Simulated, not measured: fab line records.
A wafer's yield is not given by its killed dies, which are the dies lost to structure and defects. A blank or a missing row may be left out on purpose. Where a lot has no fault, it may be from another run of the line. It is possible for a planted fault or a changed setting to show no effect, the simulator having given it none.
Problem report, 8D (eight disciplines) form, completed by code | flow sky130 | the parts of the form that need people (team, actions taken, sign-off) are left out

1. THE ISSUE
Across 2 wafers from 2 lots, SD_P_TW at SKY_SD_P_TW_MEAS_11 averages 29, while fault-free wafers read 2809 with a standard deviation of 28. That is -99 or more standard deviations from the usual mean.
Earliest sighting: wafer L738.3 on film metro-01 at day 31 19:22. Wafers with a number at this step in the record: 37, from 13 lots. Rule for "out", or "out of limits": more than 4 standard deviations from the usual mean. All remaining wafers that have a number are taken as sound.

2. WHAT IT IS, AND WHAT IT ISN'T
question                    | is                | is not
which readings at this step | SD_P_TW           | -
which lots                  | L738, L739        | L720, L722, L723, L724, L725, L726, L727, L728, L730, L733, L736
which wafers of those lots  | L738.3, L739.2    | L738.5, L739.6
read on which gauges        | film metro-01     | film metro-02, film metro-04
when                        | from day 31 19:22 | up to then (34 sound wafers); but 1 sound wafer of L739 came after

3. THE SUSPECTS, EACH WITH WHAT RULES IT OUT
Counting: a tool at a process step up to the reading stays a suspect if it ran every lot that is out. Sound lots after the first of them don't rule it out here, since some wafers of a struck lot are sound.
- the gauge at SKY_SD_P_TW_MEAS_11 is ruled out. All the wafers that are out were read on film metro-01, but those of them that SKY_PAD_OPEN_PROBE_99 has rows for are out there too, on other tools.
- litho track-02 at SKY_SD_P_DEVELOP_06 (develop time 60 s): kept. Every lot that is out went through it, the first being L738 (day 31 18:50); the last sound lot it ran before that was L728 (day 29 13:32).
Left after counting: litho track-02 at SKY_SD_P_DEVELOP_06.

4. THE CAUSE (what the simulator had put in)
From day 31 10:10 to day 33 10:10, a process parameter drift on litho track-02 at SKY_SD_P_DEVELOP_06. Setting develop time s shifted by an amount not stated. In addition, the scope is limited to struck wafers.
This tool alone remained once counting was done.

5. SEQUENCE OF EFFECTS, ordered by route
One row per reading whose mean, taken over the struck wafers that have a number, lies over 3 standard deviations from the usual. Readings are gone through only where the record gives a usual standard deviation; hours: the median, over the lots, of the time from a lot's start at the first step in this table giving one to that lot's start at this step; sigmas: the change measured in usual standard deviations.
hours | step                  | reading             | usual | on struck wafers | change | sigmas
0     | SKY_SD_P_TW_MEAS_11   | SD_P_TW             | 2809  | 29               | -2780  | -99 or more
440   | SKY_PAD_OPEN_PROBE_99 | killed at front end | 15    | 426              | +411   | +89
440   | SKY_PAD_OPEN_PROBE_99 | killed dies         | 86    | 492              | +406   | +41
The process steps in it:
- SKY_PAD_OPEN_PROBE_99

6. WHAT WOULD HAVE CAUGHT IT SOONER
In this record the first reading out of limits at a measuring or inspecting step was taken at day 31 19:22, 9 hours after the fault began at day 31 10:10.
L739, from the lots that are out (2), started SKY_SD_P_DEVELOP_06 on litho track-02 later than day 31 19:22. A hold on the tool at that time would have spared it.
